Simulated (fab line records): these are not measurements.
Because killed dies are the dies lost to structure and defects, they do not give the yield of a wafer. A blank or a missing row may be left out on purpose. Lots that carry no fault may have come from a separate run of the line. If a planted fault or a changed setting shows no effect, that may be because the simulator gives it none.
Chamber matching	flow gf180mcu	rie-diel-04 running GF_V3_ETCH_16: 4 sister chambers
The step etches BARC in N2/H2. 8 wafers are shown with their chamber, then 12 later ones without.

== EACH WAFER AND ITS CHAMBER ==
wafer	chamber	drypump-motor-current-A (A)	throttle-valve-pct (%)
L081.2	3	6.4	13.215
L085.4	0	5.2	13.211
L085.6	0	5.3	13.228
L086.2	2	6.0	13.225
L086.3	3	6.4	13.203
L089.2	1	6.5	13.223
L089.4	2	6.0	13.240
L089.6	1	6.5	13.237

== WAFERS WHOSE CHAMBER IS MISSING ==
wafer	drypump-motor-current-A (A)	throttle-valve-pct (%)
L088.2	6.4	13.217
L088.4	6.0	13.231
L088.5	6.4	13.211
L091.2	5.3	13.238
L091.3	6.5	13.219
L091.4	6.4	13.233
L093.2	5.3	13.217
L093.3	6.4	13.236
L093.6	5.3	13.220
L094.1	6.4	13.225
L094.3	6.5	13.227
L094.5	6.4	13.210

== THE CHAMBER EACH PASSED THROUGH ==
wafer	from the rows above	in truth
L088.2	3	3
L088.4	2	2
L088.5	3	3
L091.2	0	0
L091.3	can't be placed: 1 or 3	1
L091.4	can't be placed: 3 or 1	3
L093.2	0	0
L093.3	can't be placed: 3 or 1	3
L093.6	0	0
L094.1	can't be placed: 3 or 1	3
L094.3	1	1
L094.5	3	3
Correctly placed: 8 of 12. Can't be placed from these rows: 4 (the true chamber is among the candidates in 4). Wrongly placed: 0.
How it was worked out, from the rows above alone: a wafer's distance from a chamber is the root of the sum, over the readings, of the square of ((its reading less the chamber's mean) divided by the reading's scatter). The wafer belongs to the nearest chamber; if the next one is less than 2 further off, it can't be placed. Each chamber's mean is taken over the wafers shown for it. The scatter: the root of (the sum of the squares of (reading less its chamber's mean) over the shown wafers, divided by (wafers less chambers)).
